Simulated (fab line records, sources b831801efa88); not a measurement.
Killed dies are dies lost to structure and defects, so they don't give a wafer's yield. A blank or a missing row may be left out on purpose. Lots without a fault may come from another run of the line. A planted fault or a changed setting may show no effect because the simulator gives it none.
A struck lot beside a sound one | flow sky130 | 15 steps out of a route of 708
Sound: wafers L678.1, L678.2, L678.5. Struck: wafer L694.2. (L694.1, L694.5 of the same lot were not struck and are left out.) The cause comes at the end.
At each step with rows: each side's tool, then ch and its chambers, then its first start. Under that, the readings that differ: sound wafers | struck wafers | difference of the means | sigmas: that difference in standard deviations of wafers without a fault.
alike: readings whose means differ by less than 2 such deviations, and words and numbers that are the same on both sides. not compared: withheld readings, readings that some wafer has no value for, bounds like >300 that may hide the same value, and numbers for which the record gives no deviation and whose values overlap.
The two part at a step that has a row with sigmas, a row that says differs or no value, or rows on one side only. Numbers that don't overlap but have no deviation are shown without sigmas and don't part them. A reading that every wafer of one side lacks parts them only if that side has two wafers or more.

first, 3 steps without rows for these wafers: SKY_VIA2_STRIP_17 (strips in post etch residue remover, time 1200 s); SKY_VIA2_CLEAN_18 (cleans in IPA, time 180 s); SKY_VIA2_CLEAN_19 (cleans in O3/DIW).
SKY_VIA2_SPUTTER_20: material TiN, target thk 20 nm, time 80 s.
  sound on pvd_sputter-03, day 37 18:43; struck on pvd_sputter-03, day 42 12:45
  alike: cathode_dc_power_W, throttle_valve_pct
then, 1 step without rows for these wafers: SKY_VIA2_CVD_21 (deposits W, target thk 420 nm, time 126.4 s).
SKY_VIA2_RS_MEAS_22: measures by four-point-probe.
  sound on film_metro-03, day 37 18:55; struck on film_metro-04, day 42 12:56
  alike: VIA2_W_RS
SKY_VIA2_THK_MEAS_23: measures by xrf.
  sound on film_metro-03, day 37 19:02; struck on film_metro-04, day 42 13:04
  alike: VIA2_W_THK
SKY_VIA2_CMP_24: polishes, stops on SiO2, t overpolish 20 s, target thk 0 nm.
  sound on cmp-01 ch 0,1,2, day 37 19:11; struck on cmp-01 ch 2, day 42 13:07
  reading                 | sound                | struck | difference | sigmas
  head_pressure_psi (psi) | 3.512 3.508 3.513    | 3.493  | -0.018     | -2
  overpolish_run_s (s)    | 20.004 19.995 20.000 | 19.982 | -0.018     | -2
  alike: motor_current_A, time_to_endpoint_s
SKY_METAL3_SPUTTER_00: material Ti, target thk 15 nm, time 10 s.
  sound on pvd_sputter-02, day 37 19:23; struck on pvd_sputter-02, day 42 13:25
  alike: cathode_dc_power_W, throttle_valve_pct
then, 1 step without rows for these wafers: SKY_METAL3_SPUTTER_01 (material TiN, target thk 20 nm, time 16.7 s).
SKY_METAL3_SPUTTER_02: material AlCu, target thk 735 nm, time 39.1 s.
  sound on pvd_sputter-02, day 37 19:26; struck on pvd_sputter-02, day 42 13:28
  alike: cathode_dc_power_W, throttle_valve_pct
SKY_METAL3_SPUTTER_03: material Ti, target thk 5 nm, time 3.3 s.
  sound on pvd_sputter-02, day 37 19:29; struck on pvd_sputter-02, day 42 13:31
  alike: cathode_dc_power_W, throttle_valve_pct
SKY_METAL3_SPUTTER_04: material TiN, target thk 70 nm, time 58.3 s.
  sound on pvd_sputter-02, day 37 19:30; struck on pvd_sputter-02, day 42 13:32
  reading                                    | sound                | struck | difference | sigmas
  cathode_dc_power_W (W)                     | 6498.8 6498.7 6501.5 | 7307.0 | +807.3     | +99 or more
  model.TiN_of_METAL3_SPUTTER_04.thk_nm (nm) | 69.24 69.55 69.73    | 79.06  | +9.55      |
  alike: throttle_valve_pct
then, 2 steps without rows for these wafers: SKY_CAPM_CVD_00 (deposits SiO2, target thk 15.5 nm); SKY_PAD_OPEN_PROBE_99.

WHERE THEY PART
First at SKY_VIA2_CMP_24; last, within this record, at SKY_METAL3_SPUTTER_04.

WHY: what the simulator had put in
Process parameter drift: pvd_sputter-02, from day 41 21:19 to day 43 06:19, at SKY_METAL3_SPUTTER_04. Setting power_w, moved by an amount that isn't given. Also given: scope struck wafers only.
